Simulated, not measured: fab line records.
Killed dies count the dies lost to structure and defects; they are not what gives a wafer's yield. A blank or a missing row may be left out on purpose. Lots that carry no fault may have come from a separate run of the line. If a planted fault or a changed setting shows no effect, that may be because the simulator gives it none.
Which of the tools did it? :: flow sky130 :: 7 lots with 21 wafers sampled at 2 steps, on a route of 708 steps

WHAT EACH GAUGE READ, for each wafer
SKY_VT_ADJUST_HVTR_TW_MEAS_11.
lot: L532
measured: day 9 20:28
on: film-metro-04
VT_ADJUST_HVTR_TW: 213.0 211.1 212.2

lot: L539
measured: day 11 18:02
on: film-metro-03
VT_ADJUST_HVTR_TW: 210.4 209.8 212.6

lot: L544
measured: day 13 10:32
on: film-metro-04
VT_ADJUST_HVTR_TW: 213.0 213.2 212.4

lot: L547
measured: day 14 18:48
on: film-metro-02
VT_ADJUST_HVTR_TW: 210.3 211.6 212.7

lot: L549
measured: day 15 07:55
on: film-metro-03
VT_ADJUST_HVTR_TW: 209.1 209.6 209.7

lot: L551
measured: day 15 20:11
on: film-metro-03
VT_ADJUST_HVTR_TW: 211.0 210.6 208.0

lot: L554
measured: day 16 13:39
on: film-metro-04
VT_ADJUST_HVTR_TW: 212.0 212.9 212.2

WHICH TOOL RAN EACH LOT (tool, then ch and the chambers of the sampled wafers, then the start)
lot: L532
SKY_DNWELL_STRIP_08: plasma-asher-04 ch 0,1, day 3 11:49

lot: L539
SKY_DNWELL_STRIP_08: plasma-asher-01 ch 0,1, day 4 20:53

lot: L544
SKY_DNWELL_STRIP_08: plasma-asher-04 ch 0,1, day 5 23:59

lot: L547
SKY_DNWELL_STRIP_08: plasma-asher-04 ch 0,1, day 6 21:44

lot: L549
SKY_DNWELL_STRIP_08: plasma-asher-02 ch 1, day 7 09:56

lot: L551
SKY_DNWELL_STRIP_08: plasma-asher-02 ch 0,1, day 7 16:37

lot: L554
SKY_DNWELL_STRIP_08: plasma-asher-04 ch 0,1, day 8 10:00
- SKY_DNWELL_STRIP_08: strips in O2/N2.

THE ANSWER, worked out from the rows above alone
Rule: the lots themselves supply what counts as usual. Put in order of their means at a reading, lots are off if they are a third of the lots or fewer, leave a main group of 4 or more, and stand apart from it by a gap of 3 or more times the standard deviation of the main group's means; of several such gaps the widest counts. Not used: any main group whose means are identical at the precision the tables above print for the reading. Also off: a lot with no number at a reading for which 4 or more lots have one. Any other lot the step has rows for is counted as sound.
Nothing can be told from this: no lot is off at any reading shown.

WHAT THE SIMULATOR PUT IN
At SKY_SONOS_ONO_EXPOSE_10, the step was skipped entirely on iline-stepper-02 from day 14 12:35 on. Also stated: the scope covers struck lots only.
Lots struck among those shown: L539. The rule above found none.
